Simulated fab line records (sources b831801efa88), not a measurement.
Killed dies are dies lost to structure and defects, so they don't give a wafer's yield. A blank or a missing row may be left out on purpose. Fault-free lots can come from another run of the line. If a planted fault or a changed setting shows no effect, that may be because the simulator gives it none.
2 desks, one fault    flow sky130    each desk holds nothing but its own numbers, with what lay behind them at the end

## DESK OF THE TOOL OWNER: litho_track-02
The tool's own readings at SKY_PASSIVATION_COAT_06 (resist thk 3000 nm): means of the sampled wafers that have a number, for each lot that ran on this tool. Marked OUT: a lot whose mean sits more than 4 standard deviations from the usual mean, which makes it out of limits; the brackets give that distance.
Columns: A = dispense_pressure_kPa at SKY_PASSIVATION_COAT_06, usual 54 kPa
lot   first seen here  A
L345  day 44 14:31     58
L351  day 46 18:58     58
L357  day 48 11:01     58
L359  day 48 13:41     58
This desk's finding: nothing out of limits on any of the 4 lots.

## METROLOGY DESK
What the gauges read for every lot (on any tool): the sampled wafers with a number, averaged. Marked OUT: a lot whose mean sits more than 4 standard deviations from the usual mean, which makes it out of limits; the brackets give that distance.
Columns: A = VT_ADJUST_LVTN_OVL at SKY_VT_ADJUST_LVTN_OVL_MEAS_07, usual 0.4 nm; B = LDD_LDN_TW at SKY_LDD_LDN_TW_MEAS_13, usual 1490
lot   first seen here  A     B
L343  day 6 22:18      0.5   1486
L345  day 7 09:10      0.1   1503
L348  day 8 06:01      0.6   1495
L351  day 8 22:37      0.9   1496
L352  day 9 07:55      2.3   1501
L353  day 9 15:13      -1.4  1496
L357  day 10 17:51     -0.1  1501
L359  day 11 06:31     -2.4  1497
L364  day 12 13:25     0.6   1490
L365  day 12 22:10     -1.6  1496
L366  day 13 04:54     -0.8  1498
This desk's finding: nothing out of limits on any of the 11 lots.

## BROUGHT TOGETHER
Nothing out of limits was seen by the tool owner's desk.
Metrology desk: nothing out of limits seen.

## WHAT THE SIMULATOR HAD PUT IN
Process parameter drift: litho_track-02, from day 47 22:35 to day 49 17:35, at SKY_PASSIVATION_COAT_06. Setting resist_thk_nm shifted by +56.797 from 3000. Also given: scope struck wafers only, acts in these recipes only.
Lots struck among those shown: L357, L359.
